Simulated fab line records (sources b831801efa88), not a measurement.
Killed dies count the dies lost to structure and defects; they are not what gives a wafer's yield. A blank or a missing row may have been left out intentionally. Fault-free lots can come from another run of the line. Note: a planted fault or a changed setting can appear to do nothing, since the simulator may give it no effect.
Matching of chambers | flow sky130 | cmp-02 running SKY_FIELD_ISO_CMP_27: 4 sister chambers
The step polishes, stops on Si3N4, t overpolish 16 s, target thk 457.8 nm. 7 wafers are shown with their chamber, then 7 later ones without.

EACH WAFER AND ITS CHAMBER
wafer  | chamber | motor current A (A) | head pressure psi (psi)
L155.4 | 1       | 11.1                | 4.005
L166.4 | 1       | 11.6                | 3.991
L167.6 | 3       | 10.0                | 4.016
L168.1 | 3       | 10.0                | 3.996
L168.5 | 2       | 12.0                | 4.004
L170.2 | 0       | 13.0                | 3.991
L170.3 | 2       | 11.8                | 3.987

WAFERS WITHOUT THEIR CHAMBER
wafer  | motor current A (A) | head pressure psi (psi)
L170.5 | 11.5                | 3.978
L172.3 | 11.8                | 3.998
L172.4 | 11.0                | 4.004
L172.6 | 10.4                | 3.999
L176.1 | 10.6                | 4.010
L176.4 | 12.8                | 3.998
L176.6 | 10.7                | 4.011

WHICH CHAMBER EACH ONE RAN IN
wafer  | from the rows above     | in truth
L170.5 | can't be placed: 1 or 2 | 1
L172.3 | can't be placed: 2 or 1 | 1
L172.4 | 1                       | 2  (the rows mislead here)
L172.6 | 3                       | 3
L176.1 | can't be placed: 3 or 1 | 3
L176.4 | 0                       | 0
L176.6 | can't be placed: 1 or 3 | 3
2 of 7 placed correctly. From these rows, 4 cannot be placed; in 4 the true chamber is one of the candidates. 1 placed wrongly.
How it was worked out, from the rows above alone: a wafer's distance from a chamber is the root of the sum, over the readings, of the square of ((its reading less the chamber's mean) divided by the reading's scatter). The wafer belongs to the nearest chamber; if the next one is less than 2 further off, it can't be placed. The mean given for a chamber averages the wafers shown for that chamber. The scatter is the square root of a quotient: the sum, over the shown wafers, of each reading's squared deviation from its chamber's mean, divided by wafers minus chambers.
